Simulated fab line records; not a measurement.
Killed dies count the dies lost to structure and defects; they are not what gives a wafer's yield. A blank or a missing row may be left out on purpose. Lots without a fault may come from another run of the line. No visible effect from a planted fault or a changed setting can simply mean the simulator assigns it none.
8D (eight disciplines) problem report, filled in by code | flow sky130 | the parts of the form that need people (team, actions taken, sign-off) are left out

1. WHAT WENT WRONG
CAP2M_CVD_00_THK at SKY_CAP2M_THK_MEAS_01 reads a mean of 14.30 nm on 1 wafer of 1 lot; wafers without a fault read 15.49 nm with a standard deviation of 0.27. Relative to the usual mean, that is a shift of -4.4 standard deviations.
First observed at day 44 17:36: wafer L671.6, on filmMetro-04. The record has a number at this step for 38 wafers belonging to 13 lots. Rule for "out", or "out of limits": more than 4 standard deviations from the usual mean. The rest of the wafers with a number are treated as sound.

2. WHAT IT IS, AND WHAT IT ISN'T
question                    | is                | is not
which readings at this step | CAP2M_CVD_00_THK  | -
which lots                  | L671              | L653, L654, L655, L656, L657, L658, L659, L660, L661, L662, L674, L676
which wafers of those lots  | L671.6            | L671.2
read on which gauges        | filmMetro-04      | filmMetro-01, filmMetro-03
when                        | from day 44 17:36 | up to then (31 sound wafers); but 6 sound wafers of L674, L676 came after

3. THE SUSPECTS, EACH WITH WHAT RULES IT OUT
Counting: if a tool at a process step up to the reading ran every lot that is out, it stays a suspect. Sound lots after the first of them don't rule it out here, since some wafers of a struck lot are sound.
- the gauge at SKY_CAP2M_THK_MEAS_01: kept. All the wafers that are out were read on filmMetro-04, and no step on other tools shows them out.
- pecvd-04 at SKY_CAP2M_CVD_00 (deposits SiO2, target thk 15.5 nm): kept. The lot that is out, L671, ran on it at day 44 17:34; the last sound lot it ran before that was L661, at day 42 04:29.
After counting, pecvd-04 at SKY_CAP2M_CVD_00 and filmMetro-04 at SKY_CAP2M_THK_MEAS_01 remain.

4. THE CAUSE (what the simulator had put in)
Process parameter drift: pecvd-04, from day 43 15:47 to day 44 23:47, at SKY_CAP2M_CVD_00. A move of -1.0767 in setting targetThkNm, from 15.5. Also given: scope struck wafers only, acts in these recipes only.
This tool is one of the 2 suspects left after counting.

5. THE EFFECT CHAIN, in route order
Each row: a reading whose mean over the struck wafers that have a number lies more than 3 standard deviations from the usual. Only readings whose record carries a usual standard deviation are examined. hours: median over the lots of the time between each lot's start at the first step of this table that gives one and its start at this step. sigmas: the change, counted in usual standard deviations.
hours | step                  | reading          | usual    | on struck wafers | change | sigmas
0     | SKY_CAP2M_THK_MEAS_01 | CAP2M_CVD_00_THK | 15.49 nm | 14.30            | -1.19  | -4.4

6. HOW IT WOULD HAVE BEEN CAUGHT EARLIER
In this record the first reading out of limits at a measuring or inspecting step was taken at day 44 17:36, 26 hours after the fault began at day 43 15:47.
An alarm limit of 4 standard deviations would not have fired on the tool readings at SKY_CAP2M_CVD_00 for which the record gives a usual standard deviation, since none of them was out on any struck wafer.
By day 44 17:36, every lot that is out (1) had started SKY_CAP2M_CVD_00 on pecvd-04. Tool hold at that time: it would have spared none of them.
